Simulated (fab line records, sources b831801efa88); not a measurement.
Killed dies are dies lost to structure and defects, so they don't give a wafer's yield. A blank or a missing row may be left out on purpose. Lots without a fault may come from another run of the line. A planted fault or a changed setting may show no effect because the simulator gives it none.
Which tool did it? | flow sky130 | 11 lots, 33 wafers sampled, at 6 steps of a route of 708

WHAT THE GAUGES READ, wafer by wafer
The record holds no reading of a measuring or inspecting step that can be judged against a usual standard deviation.

WHICH TOOL RAN EACH LOT (tool, then ch and the chambers of the sampled wafers, then the start)
lot  | SKY_LOCAL_INTERCONNECT_ETCH_13    | SKY_CONTACT_COAT_08               | SKY_CONTACT_ETCH_16                | SKY_CONTACT_STRIP_19                 | SKY_CONTACT_CVD_24            | SKY_PAD_OPEN_PROBE_99
L260 | rie_metal-01 ch 0,1, day 31 00:59 | litho_track-04 ch 0, day 31 15:22 | rie_diel-01 ch 2,3, day 32 05:47   | plasma_asher-01 ch 1, day 32 05:55   | cvd_w-02 ch 0,1, day 32 06:34 | prober-02, day 46 06:04
L261 | rie_metal-03 ch 1, day 31 09:45   | litho_track-02 ch 0, day 32 00:46 | rie_diel-01 ch 1,2,3, day 32 14:30 | plasma_asher-04 ch 0,1, day 32 14:38 | cvd_w-02 ch 0,1, day 32 15:32 | prober-01, day 46 13:07
L266 | rie_metal-03 ch 0,1, day 33 07:12 | litho_track-04 ch 0, day 33 20:48 | rie_diel-02 ch 1,2,3, day 34 10:41 | plasma_asher-02 ch 0,1, day 34 10:49 | cvd_w-01 ch 0,1, day 34 11:28 | prober-02, day 47 22:31
L267 | rie_metal-01 ch 0,1, day 33 12:12 | litho_track-04 ch 0, day 34 02:19 | rie_diel-01 ch 1,2,3, day 34 16:11 | plasma_asher-01 ch 0,1, day 34 16:19 | cvd_w-02 ch 0,1, day 34 16:59 | prober-01, day 48 02:29
L273 | rie_metal-03 ch 0,1, day 35 00:36 | litho_track-03 ch 0, day 35 15:19 | rie_diel-01 ch 0,2,3, day 36 04:59 | plasma_asher-01 ch 1, day 36 05:07   | cvd_w-02 ch 0,1, day 36 05:47 | prober-02, day 49 03:10
L272 | rie_metal-02 ch 0, day 35 03:53   | litho_track-03 ch 0, day 35 17:38 | rie_diel-04 ch 0,1,2, day 36 07:02 | plasma_asher-02 ch 0,1, day 36 07:10 | cvd_w-02 ch 0,1, day 36 07:52 | prober-01, day 49 06:19
L274 | rie_metal-02 ch 0, day 35 15:27   | litho_track-02 ch 0, day 36 05:25 | rie_diel-02 ch 0,2,3, day 36 18:47 | plasma_asher-02 ch 0,1, day 36 18:55 | cvd_w-02 ch 0,1, day 36 19:35 | prober-02, day 49 15:13
L276 | rie_metal-02 ch 0,1, day 36 05:12 | litho_track-03 ch 0, day 36 19:20 | rie_diel-02 ch 1,2, day 37 08:57   | plasma_asher-04 ch 0,1, day 37 09:05 | cvd_w-02 ch 0,1, day 37 09:44 | prober-02, day 49 22:34
L277 | rie_metal-01 ch 0,1, day 36 15:27 | litho_track-03 ch 0, day 37 05:26 | rie_diel-04 ch 1,2, day 37 19:08   | plasma_asher-01 ch 0, day 37 19:16   | cvd_w-01 ch 0,1, day 37 20:04 | prober-01, day 50 06:19
L278 | rie_metal-01 ch 0,1, day 36 21:29 | litho_track-04 ch 0, day 37 11:30 | rie_diel-02 ch 0,1,3, day 38 00:54 | plasma_asher-04 ch 0, day 38 01:02   | cvd_w-02 ch 0,1, day 38 01:41 | prober-02, day 50 08:31
L280 | rie_metal-03 ch 0,1, day 37 13:57 | litho_track-03 ch 0, day 38 03:41 | rie_diel-02 ch 0,1,3, day 38 17:12 | plasma_asher-01 ch 0,1, day 38 17:20 | cvd_w-02 ch 0,1, day 38 18:01 | prober-02, day 50 20:34
- SKY_LOCAL_INTERCONNECT_ETCH_13: etches BARC in N2/H2, stops on SiO2, time 45.9 s, target depth 60 nm.
- SKY_CONTACT_COAT_08: resist thk 60 nm.
- SKY_CONTACT_ETCH_16: etches BARC in N2/H2, stops on SiO2, time 45.9 s, target depth 60 nm.
- SKY_CONTACT_STRIP_19: strips in O2/N2.
- SKY_CONTACT_CVD_24: deposits W, target thk 340 nm, time 102.12 s.
- SKY_PAD_OPEN_PROBE_99

WHAT THE TOOLS THEMSELVES READ (means of the sampled wafers that have a number; where no wafer has one, the mark that the record gives instead)
SKY_LOCAL_INTERCONNECT_ETCH_13.
lot  | tool         | drypump_motor_current_A (A) | oes_product_au (a.u.) | throttle_valve_pct (%)
L260 | rie_metal-01 | 5.2                         | 0.852                 | 13.225
L261 | rie_metal-03 | 4.8                         | 0.855                 | 13.226
L266 | rie_metal-03 | 5.2                         | 0.855                 | 13.227
L267 | rie_metal-01 | 5.7                         | 0.855                 | 13.236
L273 | rie_metal-03 | 5.2                         | 0.852                 | 13.230
L272 | rie_metal-02 | 5.4                         | 0.853                 | 13.224
L274 | rie_metal-02 | 5.4                         | 0.859                 | 13.221
L276 | rie_metal-02 | 5.5                         | 0.853                 | 13.231
L277 | rie_metal-01 | 5.2                         | 0.853                 | 13.223
L278 | rie_metal-01 | 5.2                         | 0.856                 | 13.223
L280 | rie_metal-03 | 5.5                         | 0.853                 | 13.229

SKY_CONTACT_COAT_08.
lot  | tool           | spin_speed_rpm (rpm)
L260 | litho_track-04 | 3000.9
L261 | litho_track-02 | 3001.1
L266 | litho_track-04 | 3263.8
L267 | litho_track-04 | 3266.7
L273 | litho_track-03 | 3001.7
L272 | litho_track-03 | 3002.1
L274 | litho_track-02 | 2998.8
L276 | litho_track-03 | 3000.4
L277 | litho_track-03 | 3000.3
L278 | litho_track-04 | 3000.4
L280 | litho_track-03 | 2998.5

SKY_CONTACT_ETCH_16.
lot  | tool        | drypump_motor_current_A (A) | oes_product_au (a.u.) | throttle_valve_pct (%)
L260 | rie_diel-01 | 5.9                         | 0.857                 | 13.222
L261 | rie_diel-01 | 5.8                         | 0.857                 | 13.220
L266 | rie_diel-02 | 5.7                         | 0.834                 | 13.213
L267 | rie_diel-01 | 5.8                         | 0.836                 | 13.231
L273 | rie_diel-01 | 5.8                         | 0.853                 | 13.225
L272 | rie_diel-04 | 6.1                         | 0.854                 | 13.225
L274 | rie_diel-02 | 6.0                         | 0.856                 | 13.225
L276 | rie_diel-02 | 5.8                         | 0.856                 | 13.220
L277 | rie_diel-04 | 6.0                         | 0.855                 | 13.222
L278 | rie_diel-02 | 5.7                         | 0.855                 | 13.232
L280 | rie_diel-02 | 5.7                         | 0.857                 | 13.227

SKY_CONTACT_STRIP_19.
lot  | tool            | drypump_motor_current_A (A) | oes_product_au (a.u.) | strip_time_to_endpoint_s (s)
L260 | plasma_asher-01 | 6.1                         | 0.383                 | 3.657
L261 | plasma_asher-04 | 5.5                         | 0.385                 | 3.632
L266 | plasma_asher-02 | 6.0                         | 0.381                 | 3.609
L267 | plasma_asher-01 | 6.2                         | 0.383                 | 3.600
L273 | plasma_asher-01 | 6.1                         | 0.382                 | 3.629
L272 | plasma_asher-02 | 6.0                         | 0.381                 | 3.605
L274 | plasma_asher-02 | 5.8                         | 0.382                 | 3.646
L276 | plasma_asher-04 | 5.7                         | 0.382                 | 3.627
L277 | plasma_asher-01 | 6.6                         | 0.379                 | 3.626
L278 | plasma_asher-04 | 5.4                         | 0.379                 | 3.607
L280 | plasma_asher-01 | 6.4                         | 0.385                 | 3.645

SKY_CONTACT_CVD_24.
lot  | tool     | heater_power_outer_w (W) | heater_power_w (W)
L260 | cvd_w-02 | 550                      | 895
L261 | cvd_w-02 | 549                      | 872
L266 | cvd_w-01 | 493                      | 813
L267 | cvd_w-02 | 533                      | 921
L273 | cvd_w-02 | 546                      | 891
L272 | cvd_w-02 | 551                      | 896
L274 | cvd_w-02 | 536                      | 905
L276 | cvd_w-02 | 557                      | 906
L277 | cvd_w-01 | 495                      | 796
L278 | cvd_w-02 | 545                      | 921
L280 | cvd_w-02 | 552                      | 888

SKY_PAD_OPEN_PROBE_99.
lot  | tool      | killed_at_M0_to_M3 | killed_at_M4_up | killed_at_contacts | killed_at_front_end | killed_at_other | killed_dies | killed_on_rim | killed_open | killed_short
L260 | prober-02 | 45                 | 3.3             | 24                 | 14                  | 0.0             | 86          | 17            | 48          | 38
L261 | prober-01 | 38                 | 3.0             | 23                 | 17                  | 0.0             | 81          | 14            | 46          | 34
L266 | prober-02 | 47                 | 3.3             | 27                 | 18                  | 1.7             | 96          | 21            | 53          | 42
L267 | prober-01 | 46                 | 2.3             | 20                 | 15                  | 0.0             | 83          | 16            | 41          | 42
L273 | prober-02 | 45                 | 1.3             | 23                 | 15                  | 0.0             | 85          | 16            | 49          | 36
L272 | prober-01 | 42                 | 2.0             | 30                 | 15                  | 0.7             | 90          | 18            | 52          | 36
L274 | prober-02 | 43                 | 3.0             | 23                 | 18                  | 0.3             | 87          | 17            | 43          | 44
L276 | prober-02 | 42                 | 2.7             | 24                 | 16                  | 0.0             | 85          | 15            | 51          | 34
L277 | prober-01 | 45                 | 4.3             | 26                 | 12                  | 0.0             | 88          | 15            | 44          | 44
L278 | prober-02 | 46                 | 4.0             | 23                 | 17                  | 0.3             | 91          | 17            | 50          | 41
L280 | prober-02 | 51                 | 6.3             | 30                 | 13                  | 0.3             | 100         | 15            | 58          | 40

THE ANSWER, worked out from the rows above alone
Rule: what is usual is taken from the lots themselves. Put in order of their means at a reading, lots are off if they are a third of the lots or fewer, leave a main group of 4 or more, and stand apart from it by a gap of 3 or more times the standard deviation of the main group's means; of several such gaps the widest counts. A main group whose means are all the same, to the digits that the tables above print for the reading, isn't used. A lot without any number at a reading at which 4 lots or more have one is off too. The other lots that the step has rows for count as sound. The gauges are gone through in route order, then the tools' own readings, and for those a lot's mean is taken as printed above. The first step at which some lot is off is used, and at that step the reading that is off furthest; a lot without a number counts as furthest.
Off: L266, L267, at SKY_CONTACT_COAT_08 (spin_speed_rpm). The main group: mean 3000.5 rpm, standard deviation 1.1.
A tool fits if, at that step or a process step before it, it ran every lot that is off, and no sound lot after the first of them. None of those tried fits.

WHAT THE SIMULATOR HAD PUT IN
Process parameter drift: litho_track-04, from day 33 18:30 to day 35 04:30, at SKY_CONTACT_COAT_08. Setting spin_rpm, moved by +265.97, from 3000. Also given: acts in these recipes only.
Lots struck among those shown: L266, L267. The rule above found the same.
